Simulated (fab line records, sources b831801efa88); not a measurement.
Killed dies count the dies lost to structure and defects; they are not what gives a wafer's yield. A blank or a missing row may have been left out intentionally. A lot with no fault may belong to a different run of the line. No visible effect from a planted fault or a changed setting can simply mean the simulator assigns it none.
A single fault, viewed from 2 desks :: flow sky130 :: only its own numbers are on each desk; what lay behind them is given at the end

AT THE TOOL OWNER'S DESK: litho_track-02
The tool's own readings at SKY_SD_N_DEVELOP_06 (develop time 60 s): means of the sampled wafers that have a number, for each lot that ran on this tool. The brackets show how far a lot's mean lies from the usual mean; more than 4 standard deviations puts the lot out of limits, marked OUT.
Columns: A = chill_plate_temp_C at SKY_SD_N_DEVELOP_06, usual 23.01 C
lot: L109
first seen here: day 28 16:14
A: 23.08

lot: L117
first seen here: day 31 08:05
A: 23.00

lot: L119
first seen here: day 31 23:17
A: 23.11

lot: L120
first seen here: day 32 16:08
A: 22.99

lot: L122
first seen here: day 33 01:08
A: 22.94
Finding of this desk: none of the 5 lots has anything out of limits.

METROLOGY DESK
Means of the sampled wafers that have a number, per lot and without regard to the tool the lot ran on: this is what the gauges read. The brackets show how far a lot's mean lies from the usual mean; more than 4 standard deviations puts the lot out of limits, marked OUT.
Columns: A = POLY_GATE_CVD_03_THK at SKY_POLY_GATE_THK_MEAS_04, usual 74.9 nm; B = cd_nm at SKY_SD_N_CD_MEAS_07, usual 380.0 nm
lot: L108
first seen here: day 15 06:31
A: 74.3
B: 382.7

lot: L109
first seen here: day 16 00:31
A: 74.9
B: 377.6

lot: L110
first seen here: day 16 11:40
A: 75.2
B: 380.0

lot: L111
first seen here: day 17 00:56
A: 76.0
B: 378.5

lot: L113
first seen here: day 17 16:39
A: 75.5
B: 378.7

lot: L114
first seen here: day 18 01:38
A: 75.4
B: 382.1

lot: L117
first seen here: day 18 20:07
A: 75.4
B: 380.9

lot: L119
first seen here: day 19 14:19
A: 75.6
B: 380.2

lot: L120
first seen here: day 20 07:26
A: 74.2
B: 231.6 (-65) OUT

lot: L122
first seen here: day 20 19:32
A: 76.4
B: 236.8 (-62) OUT

lot: L124
first seen here: day 22 07:01
A: 74.6
B: 382.1

lot: L126
first seen here: day 22 07:01
A: 76.0
B: 382.1

lot: L130
first seen here: day 23 06:54
A: 74.4
B: 382.1
This desk's finding: out of limits on L120, L122; first on L120, day 32 16:17 (cd_nm at SKY_SD_N_CD_MEAS_07). Within limits: L108, L109, L110, L111, L113, L114, L117, L119, L124, L126, L130.

BROUGHT TOGETHER
L120, L122 would have let the metrology desk raise an alarm at day 32 16:17.
The desk of the tool owner found nothing out of limits.
Tool owner's desk: L120, L122 on record, inside its limits.
On litho_track-02, each named lot ran SKY_SD_N_DEVELOP_06.

WHAT THE SIMULATOR HAD PUT IN
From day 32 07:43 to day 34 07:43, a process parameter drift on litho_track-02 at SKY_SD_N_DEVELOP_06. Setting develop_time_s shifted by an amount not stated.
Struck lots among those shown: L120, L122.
Hours from the fault's start to each desk's first reading out of limits: the metrology desk, 9.
